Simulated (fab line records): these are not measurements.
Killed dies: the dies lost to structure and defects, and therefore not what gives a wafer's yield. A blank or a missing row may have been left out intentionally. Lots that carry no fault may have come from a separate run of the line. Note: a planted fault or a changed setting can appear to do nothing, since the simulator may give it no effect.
Struck lot and sound lot, side by side :: flow sky130 :: 17 steps out of a route of 708
Sound: the wafers L958.1, L958.4, L958.5. Wafers struck: L968.2, L968.3, L968.6. The cause is given at the end.
Order at every step that has rows: each side's tool, ch and its chambers, its first start. Under that, the readings that differ: sound wafers :: struck wafers :: difference of the means :: sigmas: that difference in standard deviations of wafers without a fault.
alike: same words and numbers on both sides, and readings whose means sit less than 2 such deviations apart. not compared: any withheld reading, any reading some wafer has no value for, any bound like >300 that may hide the same value, and any number with overlapping values for which the record gives no deviation.
Wherever a step has rows on one side only, a row that says differs or no value, or a row with sigmas, the two part there. Numbers that have no deviation but don't overlap get no sigmas and don't part them. Lack of a reading on every wafer of one side parts them only where that side has two or more wafers.

first, 3 steps without rows for these wafers: SKY_VIA1_EXPOSE_09 (exposes mask VIM, target cd 150 nm); SKY_VIA1_PEB_10; SKY_VIA1_DEVELOP_11 (develop time 60 s).
SKY_VIA1_CD_MEAS_12: target cd 150 nm.
  sound on cdSem-01 at day 33 23:50; struck on cdSem-01 at day 37 02:58
  alike: cdNm
SKY_VIA1_OVL_MEAS_13:
  sound on overlay-02 at day 33 23:57; struck on overlay-02 at day 37 03:05
  alike: VIA1_OVL
SKY_VIA1_ETCH_14: etches BARC in N2/H2, stops on SiO2, time 45.9 s, target depth 60 nm.
  sound on rieDiel-03 ch 0,2, day 33 23:59; struck on rieDiel-04 ch 1,2,3, day 37 03:07
  alike: drypumpMotorCurrentA, oesProductAu, rfFwdPowerW, throttleValvePct
  not compared: rfHoursCounterH
SKY_VIA1_ETCH_15: etches SiO2 in C4F8/O2/Ar, stops on TiN, target depth 351 nm, time 54 s.
  sound on rieDiel-03 ch 0,2, day 34 00:01; struck on rieDiel-04 ch 1,2,3, day 37 03:09
  alike: oesProductAu, rfFwdPowerW
  not compared: rfHoursCounterH
SKY_VIA1_STRIP_16: strips in O2/N2.
  sound on plasmaAsher-01 ch 0, day 34 00:04; struck on plasmaAsher-03 ch 0,1, day 37 03:11
reading: stripTimeToEndpointS (s)
sound: 4.430 4.420 4.428
struck: 4.477 4.483 4.466
difference: +0.049
sigmas: +2
  alike: drypumpMotorCurrentA, oesProductAu
  not compared: rfHoursCounterH
then, 3 steps without rows for these wafers: SKY_VIA1_STRIP_17 (strips in post etch residue remover, time 1200 s); SKY_VIA1_CLEAN_18 (cleans in IPA, time 180 s); SKY_VIA1_CLEAN_19 (cleans in O3/DIW).
SKY_VIA1_SPUTTER_20: material TiN, target thk 20 nm, time 80 s.
  sound on pvdSputter-04 at day 34 00:42; struck on pvdSputter-04 at day 37 03:50
  alike: chamberPressurePa, throttleValvePct
SKY_VIA1_CVD_21: deposits W, target thk 270 nm, time 80.902 s.
  sound on cvdW-02 ch 0,1, day 34 00:46; struck on cvdW-02 ch 0,1, day 37 03:53
reading: chamberPressureTorr (Torr)
sound: 40.08 40.12 40.10
struck: 44.15 44.17 44.12
difference: +4.05
sigmas: +44

reading: model.W_of_VIA1_CVD_21.thkNm (nm)
sound: 268.2 267.5 267.6
struck: 278.1 284.1 281
difference: +13.3
sigmas: 
  alike: heaterPowerW
SKY_VIA1_RS_MEAS_22: a four-point-probe measurement.
  sound on filmMetro-01 at day 34 00:51; struck on filmMetro-03 at day 37 04:00
reading: VIA1_W_RS (ohm/sq)
sound: 0.428 0.430 0.431
struck: 0.413 0.404 0.409
difference: -0.021
sigmas: -5
SKY_VIA1_THK_MEAS_23: measures by xrf.
  sound on filmMetro-01 at day 34 00:58; struck on filmMetro-03 at day 37 04:07
reading: VIA1_W_THK (nm)
sound: 272 273 273
struck: 281 288 285
difference: +12
sigmas: +4
SKY_VIA1_CMP_24: polishes, stops on SiO2, t overpolish 15 s, target thk 0 nm.
  sound on cmp-02 ch 2,3, day 34 01:02; struck on cmp-01 ch 1,2, day 37 04:10
  alike: motorCurrentA
-- the record jumps here: 11 days lie between the struck wafers' starts before and after (it left off in module VIA1 and takes up again in module PAD_OPEN, whose first step shown is number 708 of the route) --
SKY_PAD_OPEN_PROBE_99:
  record: rows for the struck wafers here (prober-01, day 48 07:24), none for the sound ones

WHERE THEY PART
At SKY_VIA1_STRIP_16 first; at SKY_PAD_OPEN_PROBE_99 last (within this record only).

WHY: whatever the simulator had introduced
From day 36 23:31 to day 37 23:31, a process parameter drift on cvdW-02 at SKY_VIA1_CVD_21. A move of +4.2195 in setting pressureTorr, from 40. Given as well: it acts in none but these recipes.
